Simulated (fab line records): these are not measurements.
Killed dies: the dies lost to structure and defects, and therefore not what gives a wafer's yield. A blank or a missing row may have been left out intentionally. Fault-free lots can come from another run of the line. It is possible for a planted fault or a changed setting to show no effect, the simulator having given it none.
Check of tool commonality ; flow gf180mcu ; 13 lots and 39 wafers in the sample

## THE REASON FOR OPENING IT
Flagged at GF_M1_CD_MEAS_14: reading cdNm, on 2 of 13 lots. No-fault wafers: 229.5 nm, standard deviation 1.1.
Rule: a lot gets a flag if all its wafers with a number sit over 4 standard deviations from that mean, or if no wafer of it has a number. As for the other lots, they are considered sound.

lot;measured;on;cdNm (nm), wafer by wafer;flag
L139;day 17 04:14;cdSem-01;229.7 229.4 229.4;
L140;day 17 09:39;cdSem-01;229.1 229.4 229.4;
L141;day 17 18:47;cdSem-01;229.2 227.6 229.9;
L143;day 19 01:43;cdSem-01;228.5 228.6 228.4;
L144;day 19 04:22;cdSem-02;228.3 227.7 227.4;
L145;day 19 09:44;cdSem-02;230.4 230.5 229.3;
L146;day 20 00:20;cdSem-02;229.8 229.7 229.3;
L148;day 20 19:39;cdSem-02;230.1 227.8 228.4;
L149;day 21 00:14;cdSem-01;236.4 236.2 236.5;FLAGGED
L150;day 21 04:32;cdSem-01;237.1 237.1 236.7;FLAGGED
L158;day 24 01:06;cdSem-01;229.7 229.8 229.7;
L160;day 24 17:25;cdSem-01;230.3 230.8 229.5;
L162;day 25 08:11;cdSem-02;230.6 229.7 231.2;
Average over the flagged lots: 236.7 nm; offset from the usual +7.2 nm, equal to +7 standard deviations.

## WHICH TOOL RAN EACH LOT
Before the reading, the record contains 2 process steps out of a 602-step route. Cell contents, in order: the tool; ch with the chambers the sampled wafers went through; the start.
lot;flag;GF_CONTACT_SPUTTER_22;GF_M1_SOFTBAKE_10
L139;;pvdSputter-04, day 16 04:49;lithoTrack-04 ch 0, day 16 17:17
L140;;pvdSputter-01, day 16 10:22;lithoTrack-04 ch 0, day 16 22:47
L141;;pvdSputter-01, day 16 18:50;lithoTrack-04 ch 0, day 17 07:09
L143;;pvdSputter-04, day 18 01:03;lithoTrack-01 ch 0, day 18 13:43
L144;;pvdSputter-02, day 18 03:22;lithoTrack-01 ch 0, day 18 16:08
L145;;pvdSputter-04, day 18 08:26;lithoTrack-01 ch 0, day 18 21:26
L146;;pvdSputter-01, day 18 23:17;lithoTrack-04 ch 0, day 19 11:56
L148;;pvdSputter-01, day 19 18:50;lithoTrack-04 ch 0, day 20 07:48
L149;FLAGGED;pvdSputter-01, day 19 22:27;lithoTrack-04 ch 0, day 20 11:47
L150;FLAGGED;pvdSputter-02, day 20 03:25;lithoTrack-04 ch 0, day 20 16:36
L158;;pvdSputter-04, day 23 02:22;lithoTrack-01 ch 0, day 23 14:19
L160;;pvdSputter-04, day 23 18:48;lithoTrack-04 ch 0, day 24 05:54
L162;;pvdSputter-01, day 24 08:49;lithoTrack-04 ch 0, day 24 21:50
What the steps here do:
- GF_CONTACT_SPUTTER_22: material Ti, target thk 15 nm, time 80.02 s.
- GF_M1_SOFTBAKE_10: time 60 s.
- GF_M1_CD_MEAS_14: target cd 230 nm.

## FLAGGED OVER TOTAL, TOOL BY TOOL (the gauges that took the reading come last)
step;tool;lots run;flagged;share of the flagged lots;sound lots run after its first flagged lot
GF_CONTACT_SPUTTER_22;pvdSputter-01;6;1;some;1 (L162)
GF_CONTACT_SPUTTER_22;pvdSputter-02;2;1;some;0
GF_CONTACT_SPUTTER_22;pvdSputter-04;5;0;none;-
GF_M1_SOFTBAKE_10;lithoTrack-01;4;0;none;-
GF_M1_SOFTBAKE_10;lithoTrack-04;9;2;all;2 (L160,L162)
GF_M1_CD_MEAS_14;cdSem-01;8;2;all;2 (L158,L160)
GF_M1_CD_MEAS_14;cdSem-02;5;0;none;-

## WHAT THE TABLE PERMITS
In 2 table rows, all flagged lots were run: lithoTrack-04 (GF_M1_SOFTBAKE_10), cdSem-01 (GF_M1_CD_MEAS_14).
- lithoTrack-04 at GF_M1_SOFTBAKE_10 ran 9 lots, 2 of them flagged. After the first flagged lot (L160, L162), sound lots still ran on it; a lasting fault on the whole tool would not permit that. Its own readings (heaterPowerTotalW, plateTempC) fall more than 4 standard deviations out on all wafers of the flagged lots.
- cdSem-01 at GF_M1_CD_MEAS_14 ran 8 lots, 2 of them flagged. After the first flagged lot (L158, L160), sound lots still ran on it; a lasting fault on the whole tool would not permit that.
Every row of the table either missed a flagged lot or ran a sound lot after the first.

## WHAT WAS PUT IN BY THE SIMULATOR
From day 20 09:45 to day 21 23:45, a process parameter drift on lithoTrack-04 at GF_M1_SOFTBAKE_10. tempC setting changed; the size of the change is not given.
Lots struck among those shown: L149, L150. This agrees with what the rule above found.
